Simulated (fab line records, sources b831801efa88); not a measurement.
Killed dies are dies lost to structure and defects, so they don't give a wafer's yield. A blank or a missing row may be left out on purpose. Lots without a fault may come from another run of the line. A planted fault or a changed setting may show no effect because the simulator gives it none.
Which tool did it? | flow gf180mcu | 11 lots, 33 wafers sampled, at 2 steps of a route of 602

WHAT THE GAUGES READ, wafer by wafer
GF_STI_THK_MEAS_04.
lot  | measured    | on            | STI_CVD_03_THK (nm)
L841 | day 1 23:31 | film_metro-01 | 209.8 209.4 209.6
L842 | day 2 04:00 | film_metro-02 | 209.6 209.1 209.0
L843 | day 2 08:34 | film_metro-02 | 209.2 210.3 211.0
L844 | day 2 11:05 | film_metro-03 | 205.4 205.8 204.8
L847 | day 3 01:37 | film_metro-02 | 219.8 219.1 218.9 220.1 219.3 218.9
L848 | day 3 07:01 | film_metro-01 | 219.3 218.6 219.2 219.1 219.0 219.1
L856 | day 4 21:35 | film_metro-01 | 210.4 210.7 212.7
L857 | day 5 03:54 | film_metro-03 | 208.3 209.4 209.3
L858 | day 5 08:07 | film_metro-01 | 211.3 208.9 210.4
L862 | day 6 04:23 | film_metro-02 | 207.8 207.0 207.3
L863 | day 6 08:35 | film_metro-01 | 207.9 207.6 207.1

WHICH TOOL RAN EACH LOT (tool, then ch and the chambers of the sampled wafers, then the start)
lot  | GF_STI_CVD_03
L841 | lpcvd-02 ch 0, day 1 20:32
L842 | lpcvd-01 ch 1, day 2 02:01
L843 | lpcvd-02 ch 0, day 2 06:34
L844 | lpcvd-01 ch 1, day 2 09:05
L847 | lpcvd-02 ch 0, day 2 23:38
L848 | lpcvd-02 ch 1, day 3 04:02
L856 | lpcvd-01 ch 0, day 4 19:34
L857 | lpcvd-01 ch 1, day 5 01:55
L858 | lpcvd-01 ch 0, day 5 06:07
L862 | lpcvd-01 ch 1, day 6 02:24
L863 | lpcvd-02 ch 1, day 6 06:34
- GF_STI_CVD_03: deposits Si3N4 from DCS/NH3, target thk 207.16 nm, time 3551 s.

THE ANSWER, worked out from the rows above alone
Rule: what is usual is taken from the lots themselves. Put in order of their means at a reading, lots are off if they are a third of the lots or fewer, leave a main group of 4 or more, and stand apart from it by a gap of 3 or more times the standard deviation of the main group's means; of several such gaps the widest counts. A main group whose means are all the same, to the digits that the tables above print for the reading, isn't used. A lot without any number at a reading at which 4 lots or more have one is off too. The other lots that the step has rows for count as sound.
Off: L847, L848, at GF_STI_THK_MEAS_04 (STI_CVD_03_THK). The main group: mean 208.9 nm, standard deviation 1.7.
A tool fits if, at a process step before that reading, it ran every lot that is off, and no sound lot after the first of them. The gauges at GF_STI_THK_MEAS_04 are tried like those tools. None of those tried fits.

WHAT THE SIMULATOR HAD PUT IN
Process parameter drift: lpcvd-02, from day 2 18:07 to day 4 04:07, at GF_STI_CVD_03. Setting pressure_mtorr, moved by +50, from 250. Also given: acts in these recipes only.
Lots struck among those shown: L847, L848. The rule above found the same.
